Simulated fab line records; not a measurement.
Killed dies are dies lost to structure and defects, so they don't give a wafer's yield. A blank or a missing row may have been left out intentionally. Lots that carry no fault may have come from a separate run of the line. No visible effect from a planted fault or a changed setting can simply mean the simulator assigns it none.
Matching of chambers || flow sky130 || SKY_METAL4_ETCH_17 on rie_diel-04 has 4 sister chambers
The step etches SiO2 in C4F8/O2/Ar, stops on TiN, time 3.9 s, target depth 15 nm. 24 wafers are shown with their chamber, then 12 later ones without.

## WAFERS PAIRED WITH THEIR CHAMBERS
{"wafer": "L074.1", "chamber": 1, "oes_product_au (a.u.)": 0.747}
{"wafer": "L074.5", "chamber": 1, "oes_product_au (a.u.)": 0.758}
{"wafer": "L074.6", "chamber": 0, "oes_product_au (a.u.)": 0.759}
{"wafer": "L076.2", "chamber": 0, "oes_product_au (a.u.)": 0.756}
{"wafer": "L076.4", "chamber": 2, "oes_product_au (a.u.)": 0.751}
{"wafer": "L076.6", "chamber": 1, "oes_product_au (a.u.)": 0.751}
{"wafer": "L081.1", "chamber": 1, "oes_product_au (a.u.)": 0.762}
{"wafer": "L081.2", "chamber": 2, "oes_product_au (a.u.)": 0.752}
{"wafer": "L081.3", "chamber": 3, "oes_product_au (a.u.)": 0.756}
{"wafer": "L081.4", "chamber": 0, "oes_product_au (a.u.)": 0.767}
{"wafer": "L081.5", "chamber": 1, "oes_product_au (a.u.)": 0.760}
{"wafer": "L081.6", "chamber": 2, "oes_product_au (a.u.)": 0.753}
{"wafer": "L084.1", "chamber": 3, "oes_product_au (a.u.)": 0.748}
{"wafer": "L084.4", "chamber": 0, "oes_product_au (a.u.)": 0.747}
{"wafer": "L084.6", "chamber": 0, "oes_product_au (a.u.)": 0.761}
{"wafer": "L085.1", "chamber": 2, "oes_product_au (a.u.)": 0.750}
{"wafer": "L085.3", "chamber": 3, "oes_product_au (a.u.)": 0.755}
{"wafer": "L085.5", "chamber": 2, "oes_product_au (a.u.)": 0.760}
{"wafer": "L089.2", "chamber": 3, "oes_product_au (a.u.)": 0.740}
{"wafer": "L089.3", "chamber": 2, "oes_product_au (a.u.)": 0.757}
{"wafer": "L089.5", "chamber": 3, "oes_product_au (a.u.)": 0.758}
{"wafer": "L090.1", "chamber": 3, "oes_product_au (a.u.)": 0.743}
{"wafer": "L090.2", "chamber": 0, "oes_product_au (a.u.)": 0.750}
{"wafer": "L090.3", "chamber": 1, "oes_product_au (a.u.)": 0.751}

SIGNATURES (means of the wafers above)
{"reading": "oes_product_au", "chamber 0": 0.75667, "chamber 1": 0.75483, "chamber 2": 0.75383, "chamber 3": 0.75000, "scatter within a chamber": 0.00633}
Rule: for each reading, subtract the chamber's mean from the wafer's reading, divide by that reading's scatter and square the result; add these up over the readings and take the root, which gives the wafer's distance from the chamber. The wafer belongs to the nearest chamber; if the next one is less than 2 further off, it can't be placed. The scatter: the root of (the sum of the squares of (reading less its chamber's mean) over the shown wafers, divided by (wafers less chambers)).

## WAFERS WITHOUT THEIR CHAMBER
{"wafer": "L090.4", "oes_product_au (a.u.)": 0.754}
{"wafer": "L090.5", "oes_product_au (a.u.)": 0.747}
{"wafer": "L090.6", "oes_product_au (a.u.)": 0.757}
{"wafer": "L093.1", "oes_product_au (a.u.)": 0.755}
{"wafer": "L093.2", "oes_product_au (a.u.)": 0.758}
{"wafer": "L093.3", "oes_product_au (a.u.)": 0.759}
{"wafer": "L093.4", "oes_product_au (a.u.)": 0.760}
{"wafer": "L093.5", "oes_product_au (a.u.)": 0.763}
{"wafer": "L093.6", "oes_product_au (a.u.)": 0.764}
{"wafer": "L095.1", "oes_product_au (a.u.)": 0.755}
{"wafer": "L095.4", "oes_product_au (a.u.)": 0.759}
{"wafer": "L095.5", "oes_product_au (a.u.)": 0.763}

## CHAMBER TAKEN BY EACH
{"wafer": "L090.4", "from the rows above": "can't be placed: 2 or 1 or 0 or 3", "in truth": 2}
{"wafer": "L090.5", "from the rows above": "can't be placed: 3 or 2 or 1 or 0", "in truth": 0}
{"wafer": "L090.6", "from the rows above": "can't be placed: 0 or 1 or 2 or 3", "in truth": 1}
{"wafer": "L093.1", "from the rows above": "can't be placed: 1 or 2 or 0 or 3", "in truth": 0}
{"wafer": "L093.2", "from the rows above": "can't be placed: 0 or 1 or 2 or 3", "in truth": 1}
{"wafer": "L093.3", "from the rows above": "can't be placed: 0 or 1 or 2 or 3", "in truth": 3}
{"wafer": "L093.4", "from the rows above": "can't be placed: 0 or 1 or 2 or 3", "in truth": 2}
{"wafer": "L093.5", "from the rows above": "can't be placed: 0 or 1 or 2 or 3", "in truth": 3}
{"wafer": "L093.6", "from the rows above": "can't be placed: 0 or 1 or 2 or 3", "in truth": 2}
{"wafer": "L095.1", "from the rows above": "can't be placed: 1 or 2 or 0 or 3", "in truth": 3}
{"wafer": "L095.4", "from the rows above": "can't be placed: 0 or 1 or 2 or 3", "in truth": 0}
{"wafer": "L095.5", "from the rows above": "can't be placed: 0 or 1 or 2 or 3", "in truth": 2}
Correctly placed: 0 of 12. Not placeable from these rows: 12 (in 12, the candidates include the true chamber). Number placed wrongly: 0.
